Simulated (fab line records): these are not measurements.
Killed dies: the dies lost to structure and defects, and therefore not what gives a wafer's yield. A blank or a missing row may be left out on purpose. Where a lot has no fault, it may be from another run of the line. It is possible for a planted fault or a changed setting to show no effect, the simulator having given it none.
Code-filled problem report in 8D (eight disciplines) form / flow sky130 / the parts of the form that need people (team, actions taken, sign-off) are left out

## 1. WHAT WENT WRONG
Across 6 wafers from 2 lots, FIELD_ISO_OXIDATION_00_THK at SKY_FIELD_ISO_THK_MEAS_02 averages 13.44 nm, while fault-free wafers read 12.16 nm with a standard deviation of 0.24. Measured from the usual mean, that is +5.3 standard deviations.
Seen first at day 2 12:40 on film metro-03, wafer L961.4. Wafers with a number at this step in the record: 33, from 11 lots. By rule, "out" or "out of limits" means more than 4 standard deviations away from the usual mean. Any other wafer with a number is counted as sound.

## 2. WHAT IT IS, AND WHAT IT ISN'T
question=which readings at this step | is=FIELD_ISO_OXIDATION_00_THK | is not=-
question=which lots | is=L961, L969 | is not=L956, L957, L958, L959, L960, L962, L963, L976, L979
question=which wafers of those lots | is=all that have a number | is not=-
question=read on which gauges | is=film metro-03, film metro-04 | is not=film metro-02
question=when | is=from day 2 12:40 | is not=up to then (15 sound wafers); but 12 sound wafers of L962, L963, L976, L979 came after

## 3. WHAT RULES OUT EACH SUSPECT
Counting: a tool at a process step up to the reading stays a suspect if it ran every lot that is out and no sound lot after the first of them.
- the gauge at SKY_FIELD_ISO_THK_MEAS_02: ruled out. Those wafers that are out were read across 2 gauges (film metro-03, film metro-04).
- furnace-02 at SKY_FIELD_ISO_OXIDATION_01 (stabilise 600 s, purge 300 s, target thk 12 nm): kept. It ran every lot that is out, first L961 (day 2 11:07), and no sound lot after that; its last sound lot up to then is L960 (day 2 06:07).
The count leaves furnace-02 at SKY_FIELD_ISO_OXIDATION_01.

## 4. THE CAUSE (what the simulator had put in)
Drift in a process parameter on furnace-02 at SKY_FIELD_ISO_OXIDATION_01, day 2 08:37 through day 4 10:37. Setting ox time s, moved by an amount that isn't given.
Counting left only this tool.

## 5. SEQUENCE OF EFFECTS, ordered by route
Rows list readings where the struck wafers' mean (over those with a number) sits beyond 3 standard deviations from the usual. Scope: only readings with a usual standard deviation given in the record; hours: median across lots of the time from each lot's start at the first step in this table that gives one to its start at this step; sigmas: change in usual standard deviations.
hours=0; step=SKY_FIELD_ISO_THK_MEAS_02; reading=FIELD_ISO_OXIDATION_00_THK; usual=12.16 nm; on struck wafers=13.44; change=+1.28; sigmas=+5.3
Later steps that measure or inspect, where all struck wafers having a row at the step show a number for every such reading and not one has moved that far: SKY_NWELL_OVL_MEAS_23.

## 6. WHAT WOULD HAVE CAUGHT IT SOONER
The first out-of-limits reading at a measuring or inspecting step in this record came at day 2 12:40, 4 hours after the fault's start at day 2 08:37.
No tool reading at SKY_FIELD_ISO_OXIDATION_01 that has a usual standard deviation in the record was out on any struck wafer, so an alarm limit of 4 standard deviations on those readings would not have fired.
Among the 2 lots that are out, L969 began SKY_FIELD_ISO_OXIDATION_01 on furnace-02 after day 2 12:40. Had the tool been put on hold then, it would have been spared.
